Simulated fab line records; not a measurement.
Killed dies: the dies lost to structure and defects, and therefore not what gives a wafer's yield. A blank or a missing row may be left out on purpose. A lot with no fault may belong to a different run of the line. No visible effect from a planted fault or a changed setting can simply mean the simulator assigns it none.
Shared-tool check + flow gf180mcu + 36 wafers sampled across 12 lots

## REASON IT WAS OPENED
At GF_HV_LDD_CD_MEAS_31 the reading cd_nm is flagged on 2 of 12 lots. No-fault wafers: 399.2 nm, standard deviation 2.6.
Rule: a lot is flagged in two cases, either no wafer of it has a number, or all its wafers with numbers fall more than 4 standard deviations from that mean. All remaining lots are regarded as sound.

| lot  | measured     | on        | cd_nm (nm), wafer by wafer | flag    |
|------|--------------|-----------|----------------------------|---------|
| L669 | day 11 14:01 | cd_sem-01 | 396.0 395.4 397.4          |         |
| L672 | day 12 11:04 | cd_sem-02 | 398.3 398.8 397.9          |         |
| L673 | day 12 19:33 | cd_sem-02 | 401.2 396.6 398.4          |         |
| L674 | day 13 05:04 | cd_sem-01 | 401.2 400.8 400.3          |         |
| L676 | day 13 22:44 | cd_sem-02 | 400.6 400.2 397.8          |         |
| L677 | day 14 02:06 | cd_sem-01 | 399.9 400.1 397.2          |         |
| L679 | day 14 22:38 | cd_sem-02 | 396.6 395.4 398.0          |         |
| L681 | day 15 11:41 | cd_sem-02 | 399.0 400.2 397.2          |         |
| L682 | day 15 15:04 | cd_sem-01 | 400.4 400.7 398.8          |         |
| L683 | day 16 02:19 | cd_sem-02 | 404.5 404.1 405.0          |         |
| L691 | day 18 16:13 | cd_sem-02 | 439.6 439.7 436.1          | FLAGGED |
| L692 | day 19 08:46 | cd_sem-01 | 439.2 437.7 437.0          | FLAGGED |
On average the flagged lots' numbers are 438.2 nm, which is +39.0 nm against the usual, or +15 standard deviations.

## TOOL THAT RAN EACH LOT
3 process steps preceding the reading are held in the record, out of 602 steps in the route. In each cell: the tool, then ch and the chambers that the sampled wafers went through, then the start.
| lot  | flag    | GF_DUAL_GATE_SOFTBAKE_07          | GF_DUAL_GATE_STRIP_13                | GF_HV_LDD_EXPOSE_28                 |
|------|---------|-----------------------------------|--------------------------------------|-------------------------------------|
| L669 |         | litho_track-03 ch 0, day 8 00:12  | plasma_asher-01 ch 0,1, day 8 08:20  | iline_stepper-01 ch 0, day 11 04:44 |
| L672 |         | litho_track-03 ch 0, day 8 19:22  | plasma_asher-03 ch 0,1, day 9 04:10  | iline_stepper-01 ch 0, day 12 01:59 |
| L673 |         | litho_track-03 ch 0, day 9 04:15  | plasma_asher-04 ch 0,1, day 9 12:52  | iline_stepper-02 ch 0, day 12 10:31 |
| L674 |         | litho_track-04 ch 0, day 9 11:02  | plasma_asher-03 ch 0,1, day 9 20:19  | iline_stepper-01 ch 0, day 12 18:58 |
| L676 |         | litho_track-01 ch 0, day 10 00:38 | plasma_asher-01 ch 0,1, day 10 09:41 | iline_stepper-01 ch 0, day 13 12:35 |
| L677 |         | litho_track-01 ch 0, day 10 06:57 | plasma_asher-01 ch 0,1, day 10 16:31 | iline_stepper-02 ch 0, day 13 16:05 |
| L679 |         | litho_track-04 ch 0, day 10 22:56 | plasma_asher-04 ch 0,1, day 11 08:16 | iline_stepper-01 ch 0, day 14 12:09 |
| L681 |         | litho_track-01 ch 0, day 11 11:15 | plasma_asher-01 ch 0,1, day 11 19:59 | iline_stepper-01 ch 0, day 15 01:22 |
| L682 |         | litho_track-03 ch 0, day 11 14:40 | plasma_asher-03 ch 0,1, day 11 23:49 | iline_stepper-01 ch 0, day 15 04:22 |
| L683 |         | litho_track-04 ch 0, day 11 23:12 | plasma_asher-03 ch 0,1, day 12 09:15 | iline_stepper-02 ch 0, day 15 15:05 |
| L691 | FLAGGED | litho_track-04 ch 0, day 14 06:45 | plasma_asher-04 ch 0,1, day 14 16:54 | iline_stepper-02 ch 0, day 18 04:23 |
| L692 | FLAGGED | litho_track-03 ch 0, day 14 19:43 | plasma_asher-04 ch 0,1, day 15 06:29 | iline_stepper-02 ch 0, day 18 20:49 |
What these steps do:
- GF_DUAL_GATE_SOFTBAKE_07: time 61.56 s.
- GF_DUAL_GATE_STRIP_13: strips in O2/N2.
- GF_HV_LDD_EXPOSE_28: exposes mask Nplus HV AREA, target cd 400 nm.
- GF_HV_LDD_CD_MEAS_31: target cd 400 nm.

## FLAGGED AGAINST TOTAL, ONE TOOL AT A TIME (gauges that did the reading follow at the end)
| step                     | tool             | lots run | flagged | share of the flagged lots | sound lots run after its first flagged lot |
|--------------------------|------------------|----------|---------|---------------------------|--------------------------------------------|
| GF_DUAL_GATE_SOFTBAKE_07 | litho_track-01   | 3        | 0       | none                      | -                                          |
| GF_DUAL_GATE_SOFTBAKE_07 | litho_track-03   | 5        | 1       | some                      | 0                                          |
| GF_DUAL_GATE_SOFTBAKE_07 | litho_track-04   | 4        | 1       | some                      | 0                                          |
| GF_DUAL_GATE_STRIP_13    | plasma_asher-01  | 4        | 0       | none                      | -                                          |
| GF_DUAL_GATE_STRIP_13    | plasma_asher-03  | 4        | 0       | none                      | -                                          |
| GF_DUAL_GATE_STRIP_13    | plasma_asher-04  | 4        | 2       | all                       | 0                                          |
| GF_HV_LDD_EXPOSE_28      | iline_stepper-01 | 7        | 0       | none                      | -                                          |
| GF_HV_LDD_EXPOSE_28      | iline_stepper-02 | 5        | 2       | all                       | 0                                          |
| GF_HV_LDD_CD_MEAS_31     | cd_sem-01        | 5        | 1       | some                      | 0                                          |
| GF_HV_LDD_CD_MEAS_31     | cd_sem-02        | 7        | 1       | some                      | 0                                          |

## THE TABLE: WHAT IT ALLOWS
In 2 table rows, all flagged lots were run: plasma_asher-04 (GF_DUAL_GATE_STRIP_13), iline_stepper-02 (GF_HV_LDD_EXPOSE_28).
- plasma_asher-04 at GF_DUAL_GATE_STRIP_13 ran 4 lots, 2 of them flagged. Its last sound lot is L679 (day 11 08:16), its first flagged lot L691 (day 14 16:54): a fault that began between those two fits.
- iline_stepper-02 at GF_HV_LDD_EXPOSE_28 ran 5 lots, 2 of them flagged. Its last sound lot is L683 (day 15 15:05), its first flagged lot L691 (day 18 04:23): a fault that began between those two fits. Its own readings lie more than 4 standard deviations out on every wafer of the flagged lots: exposure_dose_mJ_cm2.
These 2 tools cannot be told apart by counting lots, since each of them fits a fault that started at some hour. More lots, or a look at what each step does to the wafer, might.

## WHAT THE SIMULATOR HAD PUT IN
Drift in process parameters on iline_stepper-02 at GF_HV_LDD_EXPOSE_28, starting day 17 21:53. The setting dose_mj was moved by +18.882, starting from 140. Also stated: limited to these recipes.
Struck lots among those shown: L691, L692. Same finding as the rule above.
